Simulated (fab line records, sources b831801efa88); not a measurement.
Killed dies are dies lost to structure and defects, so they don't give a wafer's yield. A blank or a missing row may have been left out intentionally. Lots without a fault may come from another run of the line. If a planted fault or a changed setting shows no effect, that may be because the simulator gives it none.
Chamber matching + flow gf180mcu + GF_SAB_CVD_00 on pecvd-02: 3 sister chambers
The step deposits SiO2 from TEOS, target thk 50 nm, time 4.9302 s. 6 wafers are shown with their chamber, then 7 later ones without.

## EACH WAFER AND ITS CHAMBER
| wafer  | chamber | heaterPowerW (W) |
|--------|---------|------------------|
| L152.3 | 0       | 723              |
| L156.1 | 2       | 609              |
| L156.4 | 1       | 756              |
| L156.6 | 0       | 688              |
| L165.3 | 2       | 604              |
| L165.5 | 1       | 683              |

## WAFERS WITH NO CHAMBER GIVEN
| wafer  | heaterPowerW (W) |
|--------|------------------|
| L165.6 | 605              |
| L168.3 | 701              |
| L168.4 | 699              |
| L168.6 | 661              |
| L170.1 | 683              |
| L170.4 | 500              |
| L170.5 | 796              |

## WHICH CHAMBER EACH WENT THROUGH
| wafer  | from the rows above          | in truth |
|--------|------------------------------|----------|
| L165.6 | 2                            | 2        |
| L168.3 | can't be placed: 0 or 1      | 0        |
| L168.4 | can't be placed: 0 or 1      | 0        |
| L168.6 | can't be placed: 0 or 2 or 1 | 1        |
| L170.1 | can't be placed: 0 or 1 or 2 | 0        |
| L170.4 | 2                            | 2        |
| L170.5 | can't be placed: 1 or 0      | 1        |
2 of 7 placed correctly. Unplaceable from these rows: 5, with the true chamber sitting among the candidates in 5. Placed wrongly: 0.
How it was worked out, from the rows above alone: a wafer's distance from a chamber is the root of the sum, over the readings, of the square of ((its reading less the chamber's mean) divided by the reading's scatter). If the next closest chamber is less than 2 further off than the closest, the wafer can't be placed; otherwise it belongs to the closest. For every chamber, the mean is computed from those of its wafers that are shown. The scatter: take each reading less its chamber's mean, square it, sum over the shown wafers, divide by the number of wafers less the number of chambers, and take the root.
